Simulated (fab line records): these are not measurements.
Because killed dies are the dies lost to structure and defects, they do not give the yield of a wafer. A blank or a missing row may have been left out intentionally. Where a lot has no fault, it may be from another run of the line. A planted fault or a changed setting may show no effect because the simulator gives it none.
Lot-split experiment -- flow sky130 -- 23 wafers read from 5 lots, route of 708 steps

## THE SPLIT
At SKY_POLY_GATE_ETCH_16 (etches Si3N4 in CH3F/O2, stops on poly-Si, time 147.5 s, target depth 75 nm), the setting time_s was moved away from the recipe's 147.5 s on 12 of the 23 wafers read, by -9.2% to +12.9%. This setting was run at the recipe's value on the other wafers.

Split to reading: the file shows no intervening step.

## THE READING
KrF-thick_of_POLY_GATE_COAT_08.thk_nm (the simulator's own value, which no gauge read), in nm, at SKY_POLY_GATE_ETCH_17 (etches poly-Si in HBr/Cl2, stops on SiO2, target depth 180 nm, time 70.5 s). The file does not state a usual value for it. Average 139.2 nm, standard deviation 1.6 nm, over the 11 wafers here run with the recipe.

wafer,"tool, chamber at the split","time_s as run, s",against the recipe,"KrF-thick_of_POLY_GATE_COAT_08.thk_nm, nm",against lot-mates on the recipe
L074.1,"rie_diel-02, 2",136.8,-7.3%,154.7,+16.3
L074.3,"rie_diel-02, 1",147.5,recipe,136.8,-
L074.4,"rie_diel-02, 3",147.5,recipe,140,-
L074.5,"rie_diel-02, 2",136.8,-7.3%,156.6,+18.2
L074.6,"rie_diel-02, 1",136.8,-7.3%,144.6,+6.2
L075.1,"rie_diel-01, 0",147.5,recipe,138.4,-
L075.3,"rie_diel-01, 2",147.5,recipe,140.7,-
L075.4,"rie_diel-01, 0",147.5,recipe,138.7,-
L079.1,"rie_diel-02, 3",133.9,-9.2%,151,+10.9
L079.2,"rie_diel-02, 1",147.5,recipe,139.4,-
L079.4,"rie_diel-02, 0",133.9,-9.2%,152.2,+12.1
L079.5,"rie_diel-02, 1",133.9,-9.2%,154.2,+14.1
L079.6,"rie_diel-02, 0",147.5,recipe,140.8,-
L082.2,"rie_diel-01, 0",154.4,+4.7%,130.9,-6.3
L082.3,"rie_diel-01, 3",154.4,+4.7%,135.5,-1.7
L082.4,"rie_diel-01, 2",154.4,+4.7%,135.4,-1.8
L082.5,"rie_diel-01, 0",147.5,recipe,136.7,-
L082.6,"rie_diel-01, 3",147.5,recipe,137.7,-
L084.1,"rie_diel-02, 2",166.5,+12.9%,131.6,-9.7
L084.2,"rie_diel-02, 0",147.5,recipe,141.4,-
L084.3,"rie_diel-02, 1",147.5,recipe,141.1,-
L084.5,"rie_diel-02, 0",166.5,+12.9%,124.7,-16.5
L084.6,"rie_diel-02, 1",166.5,+12.9%,124.6,-16.7

THE FIT
A straight line over all 23 wafers: KrF-thick_of_POLY_GATE_COAT_08.thk_nm changes by -1.22 nm for each +1% of time_s; r = -0.93; the points scatter about the line by 3.2 nm.
The same after taking each lot's own level away (the mean of its wafers on the recipe; 23 wafers): -1.27 nm for each +1%; r = -0.94; scatter 3.1 nm.
That fit puts the effect of the largest move of time_s on the reading at 16 nm.
The span of the lots' own levels, 137.20 to 141.25 nm, comes to 2.5 times the standard deviation stated above.
So the lot-to-lot level changes the slope little: the two slopes agree.
Check: -16.5 nm against its lot-mates is what the line predicts for one of the wafers moved furthest among these (+12.9%) when that wafer is left out of the fit. Against them it came out at -9.65 nm.

## FURTHER SPLITS ON THESE WAFERS
These wafers also went through other splits before the reading. Each is held against what the fit with the lots' levels taken away leaves over:
other split on the same wafers,wafers away from the commonest value,r with KrF-thick_of_POLY_GATE_COAT_08.thk_nm (lot level and that fit taken away)
SKY_SONOS_ONO_CVD_04 time_s,15,-0.22
SKY_RES_PROTECT_SOFTBAKE_03 temp_c,8,+0.06

## THE WHOLE CHAIN: every reading that the file lists as answering this split, in the file's order
step,what it does,reading,change (the file's fit),r (the file's)
SKY_POLY_GATE_ETCH_16,"etches Si3N4 in CH3F/O2, stops on poly-Si, time 147.5 s, target depth 75 nm","KrF-thick_of_POLY_GATE_COAT_08.thk_nm (the simulator's own value, which no gauge read)",-1.18 nm for each +1% of the setting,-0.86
SKY_POLY_GATE_ETCH_17,"etches poly-Si in HBr/Cl2, stops on SiO2, target depth 180 nm, time 70.5 s","KrF-thick_of_POLY_GATE_COAT_08.thk_nm (the simulator's own value, which no gauge read)",-1.27 nm for each +1% of the setting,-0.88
SKY_POLY_GATE_STRIP_18,strips in O2/N2,strip_time_to_endpoint_s,withheld for each +1% of the setting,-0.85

## THE FILE'S OWN FIT
KrF-thick_of_POLY_GATE_COAT_08.thk_nm changes by -1.27 nm for each +1% of time_s, r = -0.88.
